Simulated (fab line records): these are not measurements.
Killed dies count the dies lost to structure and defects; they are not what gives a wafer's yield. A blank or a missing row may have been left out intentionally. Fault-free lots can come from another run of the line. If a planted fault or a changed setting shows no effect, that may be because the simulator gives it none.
fab line records	flow sky130
record: lots: 6	wafers: 18	last-day: 50
route steps=708 shown LDD_P@263 LDD_HVN@267 LDD_HVP@278 PAD_OPEN@708
lots untouched by any fault: they come from a run of this same line in which no faults occurred
start-h: the number of hours between the record's first day and the start of the first shown wafer of the lot	wait-h: hours since the lot's step before	" same as the row above	L1.1+2: several wafers, shown together as one row	- no value present, or no start provided	* or withheld: withheld	< > ~ a bound
route shown NAME@n: a module of which the file shows steps, and the number in the route of the first	usual: mean and standard deviation over wafers with no fault	same: alike in all rows	chamber/n: place in a boat	sites: per-site readings	_std_site: their standard deviation	_edge_site: the outer-site mean with the inner-site mean subtracted	radius-mm: for every site, how far away it sits from the centre of the wafer	mask NAME#n: copy n	behind: the most recent tool/chamber to have shaped the wafer	hold: why the lot was held/for how many hours/how that ended	device: transistor that didn't switch, given as n, p or np	end of line: the tests these same wafers got at the end of their route	step lacking rows: just its recipe	killed: dies lost to structure and defects at the first sort, not the wafer's yield	map: a wafer's dies, x killed, . not, _ none there
set.NAME: the setting as run; set.NAME@STEP: as run at that earlier step	model.NAME: the simulator's own value behind a step, which no gauge read
lots seen at some steps along the route; tables by step, rows by wafer
services: a tool's chamber out of use, with start hour (start-h, from the record's first day; less than 0 if before it), hours out, and reason
== steps ==
step: SKY_LDD_P_OVL_MEAS_08
usual: LDD_P_OVL: 0.2/0.99
lot.wafer	tool	chamber	start-h	wait-h	LDD_P_OVL[nm]
L222.4	overlay-01	-	469.14	0.1	-0.2
L222.5	"	-	"	"	0.2
L222.6	"	-	"	"	0.6
L225.3	overlay-02	-	477.39	0.1	-0.7
L225.4	"	-	"	"	0.3
L225.5	"	-	"	"	1.4
L224.1	overlay-02	-	477.71	0.1	0.1
L224.4	"	-	"	"	-0.2
L224.6	"	-	"	"	0.0
L238.4	overlay-02	-	578.88	0.1	-0.4
L238.5	"	-	"	"	-0.9
L238.6	"	-	"	"	-1.2
L240.3	overlay-01	-	598.62	0.1	-1.0
L240.4	"	-	"	"	1.2
L240.6	"	-	"	"	-0.7
L244.1	overlay-01	-	641.72	0.1	0.9
L244.3	"	-	"	"	-0.5
L244.6	"	-	"	"	1.2
step: SKY_LDD_P_IMPLANT_09
recipe: species: BF2	energy-kev: 25	dose-cm2: 1e+13	tilt-deg: withheld
step: SKY_LDD_P_STRIP_10
recipe: chemistry: O2/N2	power-w: 1400	pressure-mtorr: 1500	platen-temp-c: withheld	o2-flow-sccm: 3000	n2-flow-sccm: 300	overash-fraction: 0.5
usual: drypump-motor-current-A: 5.8/0.33	oes-product-au: 0.716/0.0048	strip-time-to-endpoint-s: 14.18/0.046
same: overash-fraction: 0.5
lot.wafer	tool	chamber	start-h	wait-h	drypump-motor-current-A	oes-product-au	rf-hours-counter-h	strip-time-to-endpoint-s
L222.4	plasma-asher-01	1	469.34	0.1	6.4	0.714	-	14.18
L222.5	"	0	"	"	5.8	0.719	-	14.14
L222.6	"	1	"	"	6.4	0.715	-	14.18
L225.3	plasma-asher-02	1	477.59	0.1	5.4	0.716	-	14.15
L225.4	"	0	"	"	5.5	0.713	-	14.17
L225.5	"	1	"	"	5.4	0.711	-	14.19
L224.1	plasma-asher-01	1	477.90	0.1	6.4	0.714	35	14.19
L224.4	"	1	"	"	6.3	0.714	-	14.15
L224.6	"	1	"	"	6.3	0.712	-	14.16
L238.4	plasma-asher-04	1	579.08	0.1	5.9	0.717	-	14.19
L238.5	"	1	"	"	5.9	0.718	-	14.19
L238.6	"	0	"	"	5.6	0.722	-	14.20
L240.3	plasma-asher-02	1	598.83	0.1	5.4	0.711	-	14.19
L240.4	"	0	"	"	5.5	0.717	-	14.16
L240.6	"	0	"	"	5.5	0.714	-	14.17
L244.1	plasma-asher-02	1	641.91	0.1	5.4	0.717	21	14.18
L244.3	"	0	"	"	5.5	0.705	-	14.20
L244.6	"	0	"	"	5.5	0.712	-	14.16
step: SKY_LDD_P_TW_MEAS_11
usual: LDD_P_TW: 633/5.2
lot.wafer	tool	chamber	start-h	wait-h	LDD_P_TW
L222.4	film-metro-02	-	469.44	0.1	627
L222.5	"	-	"	"	629
L222.6	"	-	"	"	626
L225.3	film-metro-03	-	477.68	0.1	636
L225.4	"	-	"	"	636
L225.5	"	-	"	"	637
L224.1	film-metro-02	-	478.00	0.1	624
L224.4	"	-	"	"	626
L224.6	"	-	"	"	626
L238.4	film-metro-03	-	579.18	0.1	635
L238.5	"	-	"	"	640
L238.6	"	-	"	"	638
L240.3	film-metro-02	-	598.92	0.1	627
L240.4	"	-	"	"	626
L240.6	"	-	"	"	631
L244.1	film-metro-03	-	642.01	0.1	634
L244.3	"	-	"	"	631
L244.6	"	-	"	"	630
step: SKY_LDD_HVN_DEHYDRATE_00
recipe: temp-c: 200	time-s: 60
step: SKY_LDD_HVN_HMDS_01
recipe: prime-time-s: 60	prime-temp-c: 120
step: SKY_LDD_HVN_COAT_02
recipe: resist: NOVOLAK	spin-rpm: 3000	resist-thk-nm: 300
step: SKY_LDD_HVN_SOFTBAKE_03
recipe: temp-c: 90	time-s: 60	resist: NOVOLAK
step: SKY_LDD_HVN_EXPOSE_04
recipe: mask-id: HVNTM	na: 0.6	source-shape: conventional	sigma-outer: 0.6	polarization: unpolarized	target-cd-nm: 700	dose-mj: 127
step: SKY_LDD_HVN_PEB_05
recipe: temp-c: withheld	time-s: *	resist: NOVOLAK
step: SKY_LDD_HVN_DEVELOP_06
recipe: resist: NOVOLAK	developer: TMAH	develop-time-s: 60	dev-temp-c: 23
step: SKY_LDD_HVN_OVL_MEAS_07
usual: LDD_HVN_OVL: 0.4/1.2
lot.wafer	tool	chamber	start-h	wait-h	LDD_HVN_OVL[nm]
L222.4	overlay-01	-	500.35	0.1	0.8
L222.5	"	-	"	"	-0.2
L222.6	"	-	"	"	0.2
L225.3	overlay-01	-	508.05	0.1	0.4
L225.4	"	-	"	"	1.9
L225.5	"	-	"	"	3.0
L224.1	overlay-02	-	508.68	0.1	2.0
L224.4	"	-	"	"	0.2
L224.6	"	-	"	"	2.2
L238.4	overlay-01	-	608.85	0.1	-1.4
L238.5	"	-	"	"	-1.6
L238.6	"	-	"	"	-1.0
L240.3	overlay-01	-	627.77	0.1	1.3
L240.4	"	-	"	"	-3.1
L240.6	"	-	"	"	-0.8
L244.1	overlay-02	-	669.68	0.1	-0.3
L244.3	"	-	"	"	-1.6
L244.6	"	-	"	"	-0.6
step: SKY_LDD_HVN_IMPLANT_08
recipe: species: P	energy-kev: 60	dose-cm2: 3e+13	tilt-deg: 40
usual: dose-ions-cm2: 3e+13/3.4e+10	faraday-current-uA: 169/3.3
lot.wafer	tool	chamber	start-h	wait-h	dose-ions-cm2	faraday-current-uA
L222.4	implanter-03	0	500.45	0.1	3.001e+13	171
L222.5	"	0	"	"	3.003e+13	171
L222.6	"	0	"	"	3e+13	167
L225.3	implanter-03	0	508.13	0.1	3.003e+13	171
L225.4	"	0	"	"	2.998e+13	162
L225.5	"	0	"	"	2.997e+13	167
L224.1	implanter-04	0	508.72	0.0	3.006e+13	172
L224.4	"	0	"	"	3.009e+13	165
L224.6	"	0	"	"	3.003e+13	172
L238.4	implanter-03	0	608.95	0.1	1.8e+13	104
L238.5	"	0	"	"	1.801e+13	100
L238.6	"	0	"	"	1.8e+13	103
L240.3	implanter-03	0	627.84	0.1	1.791e+13	102
L240.4	"	0	"	"	1.797e+13	98
L240.6	"	0	"	"	1.792e+13	103
L244.1	implanter-02	0	669.72	0.0	2.998e+13	170
L244.3	"	0	"	"	2.996e+13	167
L244.6	"	0	"	"	2.999e+13	167
step: SKY_LDD_HVN_STRIP_09
recipe: chemistry: O2/N2	power-w: 1400	pressure-mtorr: 1500	platen-temp-c: withheld	o2-flow-sccm: 3000	n2-flow-sccm: 300	overash-fraction: 0.5
usual: drypump-motor-current-A: 5.73/0.29	oes-product-au: 0.408/0.0046	strip-time-to-endpoint-s: 4.135/0.015
same: overash-fraction: 0.5
lot.wafer	tool	chamber	start-h	wait-h	drypump-motor-current-A	oes-product-au	rf-hours-counter-h	strip-time-to-endpoint-s
L222.4	plasma-asher-03	0	500.55	0.1	5.47	0.408	-	4.127
L222.5	"	0	"	"	5.49	0.412	-	4.148
L222.6	"	1	"	"	5.45	0.413	-	4.146
L225.3	plasma-asher-01	0	508.26	0.1	5.84	0.406	-	4.127
L225.4	"	1	"	"	6.34	0.406	-	4.141
L225.5	"	0	"	"	5.83	0.418	-	4.143
L224.1	plasma-asher-04	1	508.87	0.1	5.94	0.414	70	4.142
L224.4	"	0	"	"	5.59	0.414	-	4.130
L224.6	"	1	"	"	5.92	0.400	-	4.131
L238.4	plasma-asher-04	0	609.05	0.1	5.56	0.404	-	4.107
L238.5	"	1	"	"	5.92	0.409	-	4.113
L238.6	"	0	"	"	5.60	0.410	-	4.113
L240.3	plasma-asher-03	1	627.97	0.1	5.45	0.410	-	4.139
L240.4	"	0	"	"	5.45	0.406	-	4.119
L240.6	"	1	"	"	5.44	0.413	-	4.142
L244.1	plasma-asher-04	1	669.87	0.1	5.91	0.406	87	4.124
L244.3	"	1	"	"	5.90	0.409	-	4.143
L244.6	"	1	"	"	5.92	0.410	-	4.132
step: SKY_LDD_HVN_TW_MEAS_10
usual: LDD_HVN_TW: 1428/18
lot.wafer	tool	chamber	start-h	wait-h	LDD_HVN_TW
L222.4	film-metro-03	-	500.65	0.1	1444
L222.5	"	-	"	"	1433
L222.6	"	-	"	"	1441
L225.3	film-metro-03	-	508.35	0.1	1428
L225.4	"	-	"	"	1437
L225.5	"	-	"	"	1436
L224.1	film-metro-04	-	508.97	0.1	1409
L224.4	"	-	"	"	1399
L224.6	"	-	"	"	1406
L238.4	film-metro-03	-	609.15	0.1	1227
L238.5	"	-	"	"	1228
L238.6	"	-	"	"	1220
L240.3	film-metro-01	-	628.06	0.1	1228
L240.4	"	-	"	"	1229
L240.6	"	-	"	"	1230
L244.1	film-metro-04	-	669.97	0.1	1398
L244.3	"	-	"	"	1394
L244.6	"	-	"	"	1397
step: SKY_LDD_HVP_DEHYDRATE_00
recipe: temp-c: 200	time-s: 60
step: SKY_PAD_OPEN_PROBE_99
usual: killed_at_M0_to_M3: 44/7.1	killed_at_M4_up: 3.0/1.9	killed-at-contacts: 25/5.6	killed-at-front-end: 14/4.1	killed-at-other: 0.2/0.44	killed-dies: 86/9.1	killed-open: 47/7.4	killed-short: 39/5.7
same: gross-dies: 492	killed-at-back-side: 0
lot.wafer	tool	chamber	start-h	wait-h	killed_at_M0_to_M3	killed_at_M4_up	killed-at-contacts	killed-at-front-end	killed-at-other	killed-dies	killed-open	killed-short	model.etest.tip_n_5v.rs-ohm-sq	model.etest.nfet-g5v0d10v5.r-on-ohm-um	model.etest.tip_n_5v.rs-ohm-sq-range	model.etest.nfet-g5v0d10v5.drive-ua-um	model.etest.nfet_05v0_nvt.drive-ua-um	model.etest.ring_5v.delay-ps	model.etest.nfet-g5v0d10v5.vt-sat-v	model.etest.nfet-g5v0d10v5.vt-v
L222.4	prober-02	-	1095.72	0.2	36	4	37	23	0	100	55	45	1423	1880	23.45	608.7	582.8	45.37	0.7678	0.8189
L222.5	prober-02	-	1095.77	0.2	39	1	27	12	0	79	48	31	1418	1864	39.15	615.7	582.4	44.4	0.7666	0.8216
L222.6	prober-02	-	1095.82	0.2	45	6	29	15	0	95	59	36	1423	1876	20.88	604.1	573.4	44.74	0.7784	0.8326
L225.3	prober-02	-	1102.09	0.2	41	3	19	14	0	77	37	40	1382	1868	19.78	604.1	573.8	44.12	0.7677	0.8314
L225.4	prober-02	-	1102.14	0.2	40	1	19	11	0	71	45	26	1364	1871	28.45	611.9	577.1	43.89	0.749	0.8101
L225.5	prober-02	-	1102.19	0.2	40	1	30	11	0	82	43	39	1367	1891	35.53	600.4	572.6	43.79	0.7561	0.8229
L224.1	prober-01	-	1102.34	0.1	36	1	23	15	0	75	43	32	1373	1914	23.91	596.5	567.8	44.81	0.7588	0.8217
L224.4	prober-01	-	1102.49	0.2	45	0	21	15	1	82	42	40	1377	1872	31.61	607.3	574.6	44.26	0.7561	0.8132
L224.6	prober-01	-	1102.59	0.2	63	5	26	7	1	102	61	41	1364	1865	22.17	610.8	580.4	44.52	0.7489	0.809
L238.4	prober-02	-	1169.42	0.2	37	4	31	14	0	86	48	38	2041	1968	54.82	588	574	45.57	0.7957	0.8373
L238.5	prober-02	-	1169.47	0.2	54	2	27	15	0	98	58	40	2042	1967	64.87	595.1	575	44.67	0.7884	0.8293
L238.6	prober-02	-	1169.52	0.2	45	3	27	14	0	89	49	40	2058	1928	49.31	597.9	577.7	44.56	0.7859	0.8285
L240.3	prober-02	-	1174.70	0.2	45	1	20	13	0	79	41	38	2011	1938	81.69	592.1	569.7	45.24	0.7753	0.8191
L240.4	prober-02	-	1174.75	0.2	50	1	26	11	0	88	42	46	2025	1947	52.6	588.1	573.7	44.74	0.7856	0.8281
L240.6	prober-02	-	1174.85	0.2	40	5	22	11	2	80	48	32	2030	1957	59.04	578.5	561.5	45.23	0.7947	0.8396
L244.1	prober-02	-	1208.20	0.1	44	1	24	26	0	95	55	40	1379	1878	30.66	604.4	578.9	44.29	0.7661	0.8246
L244.3	prober-02	-	1208.30	0.2	44	5	16	20	0	85	46	39	1385	1885	20.15	602.7	575.7	45.47	0.7733	0.8289
L244.6	prober-02	-	1208.45	0.2	46	1	25	16	0	88	51	37	1372	1893	35.86	606.7	577.2	45.01	0.7706	0.8287
killed by level:class
L222.4 LI_CONTACT:geometric-particle:open=16 VIA1:geometric-particle:open=12 POLY_GATE:geometric-particle:short=9 FIELD_ISO:geometric-particle:open=7 LOCAL_INTERCONNECT:geometric-particle:short=7 CONTACT:geometric-particle:open=7 CONTACT:geometric-particle:short=5 FIELD_ISO:geometric-particle:short=4
L222.5 CONTACT:geometric-particle:open=9 VIA2:geometric-particle:open=8 LI_CONTACT:geometric-particle:open=6 LOCAL_INTERCONNECT:geometric-particle:short=6 VIA3:geometric-particle:open=6 VIA1:geometric-particle:open=5 VIA2:geometric-particle:short=5 CONTACT:geometric-particle:short=4
L222.6 CONTACT:geometric-particle:open=11 VIA1:geometric-particle:open=10 VIA3:geometric-particle:open=9 LI_CONTACT:geometric-particle:open=9 VIA2:geometric-particle:open=8 VIA1:geometric-particle:short=6 METAL4:geometric-particle:short=6 FIELD_ISO:geometric-particle:open=5
L225.3 VIA1:geometric-particle:open=8 LOCAL_INTERCONNECT:geometric-particle:short=6 CONTACT:geometric-particle:open=6 VIA1:geometric-particle:short=6 VIA2:geometric-particle:short=6 POLY_GATE:geometric-particle:open=5 CONTACT:geometric-particle:short=5 METAL2:geometric-particle:short=5
L225.4 VIA1:geometric-particle:open=11 CONTACT:geometric-particle:open=11 METAL1:geometric-particle:short=6 VIA3:geometric-particle:open=6 FIELD_ISO:geometric-particle:open=3 POLY_GATE:geometric-particle:short=3 LOCAL_INTERCONNECT:geometric-particle:short=3 VIA2:geometric-particle:open=3
L225.5 CONTACT:geometric-particle:open=11 VIA3:geometric-particle:short=6 LI_CONTACT:geometric-particle:open=6 VIA3:geometric-particle:open=6 VIA1:geometric-particle:open=6 POLY_GATE:geometric-particle:short=5 LI_CONTACT:geometric-particle:short=4 LOCAL_INTERCONNECT:geometric-particle:short=4
L224.1 VIA1:geometric-particle:open=8 VIA3:geometric-particle:open=8 CONTACT:geometric-particle:open=7 LOCAL_INTERCONNECT:geometric-particle:short=6 VIA2:geometric-particle:open=6 FIELD_ISO:geometric-particle:short=5 LI_CONTACT:geometric-particle:open=5 FIELD_ISO:geometric-particle:open=4
L224.4 VIA1:geometric-particle:open=10 LI_CONTACT:geometric-particle:open=8 VIA3:geometric-particle:open=7 METAL1:geometric-particle:short=6 VIA2:geometric-particle:short=6 POLY_GATE:geometric-particle:short=5 METAL2:geometric-particle:short=5 FIELD_ISO:geometric-particle:open=4
L224.6 VIA1:geometric-particle:open=17 CONTACT:geometric-particle:open=11 LI_CONTACT:geometric-particle:open=9 VIA3:geometric-particle:open=8 VIA1:geometric-particle:short=8 METAL2:geometric-particle:short=6 VIA2:geometric-particle:open=6 METAL1:geometric-particle:short=5
L238.4 CONTACT:geometric-particle:open=14 VIA1:geometric-particle:open=8 LI_CONTACT:geometric-particle:open=7 VIA2:geometric-particle:open=7 FIELD_ISO:geometric-particle:short=6 CONTACT:geometric-particle:short=6 METAL2:geometric-particle:short=5 VIA2:geometric-particle:short=4
L238.5 VIA2:geometric-particle:open=12 METAL1:geometric-particle:short=11 VIA1:geometric-particle:open=11 CONTACT:geometric-particle:open=8 LI_CONTACT:geometric-particle:open=7 CONTACT:geometric-particle:short=7 VIA3:geometric-particle:open=7 FIELD_ISO:geometric-particle:short=5
L238.6 CONTACT:geometric-particle:open=10 METAL1:geometric-particle:short=9 VIA1:geometric-particle:open=8 LI_CONTACT:geometric-particle:open=7 VIA2:geometric-particle:open=7 POLY_GATE:geometric-particle:open=5 POLY_GATE:geometric-particle:short=4 LI_CONTACT:geometric-particle:short=4
L240.3 LI_CONTACT:geometric-particle:open=9 VIA1:geometric-particle:open=9 METAL2:geometric-particle:short=6 VIA1:geometric-particle:short=6 METAL3:geometric-particle:short=6 VIA3:geometric-particle:open=6 CONTACT:geometric-particle:open=5 VIA2:geometric-particle:open=5
L240.4 CONTACT:geometric-particle:open=10 VIA1:geometric-particle:open=10 VIA3:geometric-particle:open=8 CONTACT:geometric-particle:short=7 METAL1:geometric-particle:short=7 VIA1:geometric-particle:short=6 LI_CONTACT:geometric-particle:short=5 METAL2:geometric-particle:short=5
L240.6 VIA1:geometric-particle:open=12 LI_CONTACT:geometric-particle:open=8 VIA2:geometric-particle:open=8 VIA3:geometric-particle:open=7 CONTACT:geometric-particle:open=7 METAL4:geometric-particle:short=5 POLY_GATE:geometric-particle:short=3 LOCAL_INTERCONNECT:geometric-particle:short=3
L244.1 FIELD_ISO:geometric-particle:open=12 VIA1:geometric-particle:open=12 CONTACT:geometric-particle:open=8 FIELD_ISO:geometric-particle:short=6 METAL2:geometric-particle:short=6 LI_CONTACT:geometric-particle:short=5 LI_CONTACT:geometric-particle:open=5 LOCAL_INTERCONNECT:geometric-particle:short=5
L244.3 VIA1:geometric-particle:open=13 METAL2:geometric-particle:short=9 FIELD_ISO:geometric-particle:short=6 VIA3:geometric-particle:open=6 LI_CONTACT:geometric-particle:open=6 FIELD_ISO:geometric-particle:open=4 CONTACT:geometric-particle:open=4 METAL1:geometric-particle:short=4
L244.6 VIA1:geometric-particle:open=15 VIA2:geometric-particle:open=9 CONTACT:geometric-particle:open=8 LI_CONTACT:geometric-particle:open=5 CONTACT:geometric-particle:short=5 METAL2:geometric-particle:short=5 FIELD_ISO:geometric-particle:open=4 POLY_GATE:geometric-particle:open=4
== services ==
tool	chamber	start-h	hours	kind
implanter-03	-	480.14	6.2	repair
plasma-asher-01	-	497.05	1.3	repair
implanter-03	-	509.17	2.9	repair
plasma-asher-01	-	535.96	2.8	pm
implanter-04	-	568.72	2.2	repair
implanter-03	-	574.23	4.9	pm
plasma-asher-01	-	585.82	1.7	repair
implanter-02	-	586.24	3.1	repair
plasma-asher-01	-	596.00	14.6	pm
implanter-03	-	645.13	2.7	pm
== key ==
first-sign: step: SKY_LDD_HVN_IMPLANT_08	reading: dose-ions-cm2	direction: down	sigmas: 99+	usual: *	struck: *
effect: step: SKY_LDD_HVN_IMPLANT_08	reading: faraday-current-uA	direction: down	sigmas: 20	usual: 169	struck: 102
effect: step: SKY_LDD_HVN_TW_MEAS_10	reading: LDD_HVN_TW	direction: down	sigmas: 11	usual: 1428	struck: 1227
model-effect: step: SKY_PAD_OPEN_PROBE_99	value: etest.tip_n_5v.rs-ohm-sq	without: 1368	struck: 2034
met-at SKY_LDD_HVN_IMPLANT_08
struck-wafers L238.4,L238.5,L238.6,L240.3,L240.4,L240.6
tester-left-out L238,L240
onset-between 508.13 608.95
fault: kind: process-parameter-drift	tool: implanter-03	chamber: -	onset-h: 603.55	steps: SKY_LDD_HVN_IMPLANT_08	channel: dose-cm2	offset: *	shape: step	end-h: 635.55	acts-in: *	stated: *
tester-left-out: of these lots the tester's yield and bins aren't shown, on N5 and GAA mostly nor the transistor test; their killed dies are dies lost to structure and defects alone, not to doping, threshold or leakage, so they don't give the yield
